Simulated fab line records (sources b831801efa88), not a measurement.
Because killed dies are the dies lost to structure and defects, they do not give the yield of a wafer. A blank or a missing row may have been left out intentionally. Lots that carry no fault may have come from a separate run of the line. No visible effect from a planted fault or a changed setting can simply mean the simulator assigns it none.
Which tool did it? + flow sky130 + Sampling: 13 lots, 39 wafers, 5 of 708 route steps

## WHAT THE GAUGES READ, wafer by wafer
SKY_POLY_GATE_CD_MEAS_13 targets a cd of 150 nm. Usual: 149.9 nm for cd nm, sd 1.3.
| lot  | measured     | on        | cd nm (nm)        | flag |
|------|--------------|-----------|-------------------|------|
| L393 | day 16 01:01 | cd sem-02 | 150.4 150.7 150.3 |      |
| L394 | day 16 03:37 | cd sem-02 | 151.3 151.2 152.0 |      |
| L395 | day 16 13:40 | cd sem-02 | 149.5 148.7 149.3 |      |
| L398 | day 17 11:43 | cd sem-02 | 149.1 149.4 148.7 |      |
| L399 | day 17 19:22 | cd sem-02 | 150.2 149.5 150.5 |      |
| L400 | day 18 22:37 | cd sem-02 | 148.4 146.8 147.9 |      |
| L401 | day 19 04:48 | cd sem-02 | 150.2 150.3 149.4 |      |
| L402 | day 19 05:09 | cd sem-02 | 149.2 149.1 148.3 |      |
| L406 | day 21 08:12 | cd sem-01 | 149.5 149.1 148.7 |      |
| L407 | day 21 14:53 | cd sem-02 | 151.1 150.8 151.0 |      |
| L408 | day 21 23:14 | cd sem-02 | 149.5 148.5 150.0 |      |
| L413 | day 22 21:41 | cd sem-01 | 173.1 172.8 173.5 | OFF  |
| L416 | day 24 03:55 | cd sem-01 | 150.3 148.7 149.8 |      |

SKY_LDD_LDN_OVL_MEAS_07. Usual: LDD_LDN_OVL 0.4 nm, standard deviation 1.6.
| lot  | measured     | on         | LDD_LDN_OVL (nm) | flag |
|------|--------------|------------|------------------|------|
| L393 | day 22 10:49 | overlay-02 | -1.1 -2.2 -0.8   |      |
| L394 | day 22 12:31 | overlay-01 | 2.7 2.7 2.5      |      |
| L395 | day 23 01:53 | overlay-01 | 1.8 -0.6 1.6     |      |
| L398 | day 23 23:43 | overlay-02 | -0.7 1.0 -1.4    |      |
| L399 | day 24 08:08 | overlay-02 | 2.6 1.1 1.2      |      |
| L400 | day 25 10:52 | overlay-01 | -0.7 -1.7 -2.2   |      |
| L401 | day 25 18:25 | overlay-02 | -0.3 -0.2 -1.9   |      |
| L402 | day 25 18:49 | overlay-01 | 0.3 -1.4 2.6     |      |
| L406 | day 27 19:07 | overlay-02 | -0.7 0.6 -0.9    |      |
| L407 | day 27 23:52 | overlay-02 | -0.9 -2.8 -3.6   |      |
| L408 | day 28 08:40 | overlay-02 | 1.3 1.0 1.2      |      |
| L413 | day 29 06:31 | overlay-02 | 0.0 0.8 -1.7     |      |
| L416 | day 30 10:46 | overlay-02 | -0.9 -0.6 -1.6   |      |

SKY_CONTACT_CD_MEAS_14 targets a cd of 170 nm. Usual: 170.4 nm for cd nm, sd 1.4.
| lot  | measured     | on        | cd nm (nm)        | flag |
|------|--------------|-----------|-------------------|------|
| L393 | day 31 12:25 | cd sem-02 | 172.1 173.2 171.6 |      |
| L394 | day 31 12:26 | cd sem-01 | 173.7 171.3 172.5 |      |
| L395 | day 31 22:51 | cd sem-01 | 171.9 170.2 169.8 |      |
| L398 | day 32 20:01 | cd sem-02 | 170.4 169.0 168.6 |      |
| L399 | day 33 04:04 | cd sem-02 | 172.9 173.9 171.1 |      |
| L400 | day 34 03:40 | cd sem-02 | 172.1 171.6 171.0 |      |
| L401 | day 34 10:41 | cd sem-01 | 171.6 171.0 171.0 |      |
| L402 | day 34 11:24 | cd sem-01 | 169.7 169.8 170.9 |      |
| L406 | day 36 03:23 | cd sem-02 | 170.8 173.1 171.1 |      |
| L407 | day 36 07:36 | cd sem-02 | 172.3 170.5 172.1 |      |
| L408 | day 36 17:44 | cd sem-01 | 168.3 169.8 168.3 |      |
| L413 | day 37 11:47 | cd sem-01 | 170.3 169.1 169.9 |      |
| L416 | day 38 12:19 | cd sem-02 | 170.1 171.1 170.3 |      |

## WHICH TOOL RAN EACH LOT (tool, then ch and the chambers of the sampled wafers, then the start)
| lot  | SKY_POLY_GATE_EXPOSE_10           | SKY_LI_CONTACT_CVD_21         |
|------|-----------------------------------|-------------------------------|
| L393 | krf scanner-01 ch 0, day 15 10:19 | cvd w-01 ch 0,1, day 28 22:44 |
| L394 | krf scanner-01 ch 0, day 15 13:32 | cvd w-02 ch 0,1, day 28 23:26 |
| L395 | krf scanner-01 ch 0, day 16 01:03 | cvd w-01 ch 0,1, day 29 13:04 |
| L398 | krf scanner-01 ch 0, day 16 20:49 | cvd w-01 ch 0,1, day 30 09:20 |
| L399 | krf scanner-01 ch 0, day 17 05:16 | cvd w-01 ch 0,1, day 30 17:38 |
| L400 | krf scanner-02 ch 0, day 18 08:29 | cvd w-02 ch 0,1, day 31 17:00 |
| L401 | krf scanner-01 ch 0, day 18 14:40 | cvd w-02 ch 0,1, day 32 00:02 |
| L402 | krf scanner-02 ch 0, day 18 14:55 | cvd w-01 ch 0, day 32 00:41   |
| L406 | krf scanner-02 ch 0, day 20 15:48 | cvd w-02 ch 0,1, day 33 20:47 |
| L407 | krf scanner-01 ch 0, day 20 23:51 | cvd w-01 ch 1, day 34 01:02   |
| L408 | krf scanner-02 ch 0, day 21 08:52 | cvd w-02 ch 0,1, day 34 11:44 |
| L413 | krf scanner-02 ch 0, day 22 06:51 | cvd w-02 ch 0,1, day 35 05:35 |
| L416 | krf scanner-02 ch 0, day 23 13:11 | cvd w-01 ch 0,1, day 36 07:00 |
- SKY_POLY_GATE_EXPOSE_10: exposes mask P1M, target cd 150 nm.
- SKY_LI_CONTACT_CVD_21: deposits W, target thk 400 nm, time 120.56 s.

## WHAT THE TOOLS THEMSELVES READ (means of the sampled wafers that have a number; where no wafer has one, the mark that the record gives instead)
SKY_POLY_GATE_EXPOSE_10. Usual: 27.983 for exposure dose mJ cm2, sd 0.028.
| lot  | tool           | exposure dose mJ cm2 | flag |
|------|----------------|----------------------|------|
| L393 | krf scanner-01 | 27.975               |      |
| L394 | krf scanner-01 | 27.967               |      |
| L395 | krf scanner-01 | 27.995               |      |
| L398 | krf scanner-01 | 27.972               |      |
| L399 | krf scanner-01 | 27.969               |      |
| L400 | krf scanner-02 | 28.001               |      |
| L401 | krf scanner-01 | 27.968               |      |
| L402 | krf scanner-02 | 27.963               |      |
| L406 | krf scanner-02 | 28.007               |      |
| L407 | krf scanner-01 | 27.967               |      |
| L408 | krf scanner-02 | 27.947               |      |
| L413 | krf scanner-02 | 27.997               |      |
| L416 | krf scanner-02 | 27.990               |      |

SKY_LI_CONTACT_CVD_21. Usual: 896 W for heater power w, sd 47.
| lot  | tool     | heater power w (W) | flag |
|------|----------|--------------------|------|
| L393 | cvd w-01 | 856                |      |
| L394 | cvd w-02 | 929                |      |
| L395 | cvd w-01 | 890                |      |
| L398 | cvd w-01 | 888                |      |
| L399 | cvd w-01 | 883                |      |
| L400 | cvd w-02 | 923                |      |
| L401 | cvd w-02 | 931                |      |
| L402 | cvd w-01 | 824                |      |
| L406 | cvd w-02 | 930                |      |
| L407 | cvd w-01 | 924                |      |
| L408 | cvd w-02 | 918                |      |
| L413 | cvd w-02 | 930                |      |
| L416 | cvd w-01 | 879                |      |

## THE ANSWER, worked out from the rows above alone
Rule: a lot is off if the mean of its wafers that have a number lies more than 3 standard deviations from the usual mean. Also off: a lot with no number at a reading for which 4 or more lots have one. All remaining lots with rows at the step are treated as sound. The gauges are gone through in route order, then the tools' own readings, and for those a lot's mean is taken as printed above. The first step at which some lot is off is used, and at that step the reading that is off furthest; a lot without a number counts as furthest.
Off: L413, at SKY_POLY_GATE_CD_MEAS_13 (cd nm).
A tool fits if, at a process step before that reading, it ran every lot that is off, and no sound lot after the first of them. Those tools and the gauges at SKY_POLY_GATE_CD_MEAS_13 are tried in the same way. None of those tried fits.

## WHAT THE SIMULATOR PUT IN
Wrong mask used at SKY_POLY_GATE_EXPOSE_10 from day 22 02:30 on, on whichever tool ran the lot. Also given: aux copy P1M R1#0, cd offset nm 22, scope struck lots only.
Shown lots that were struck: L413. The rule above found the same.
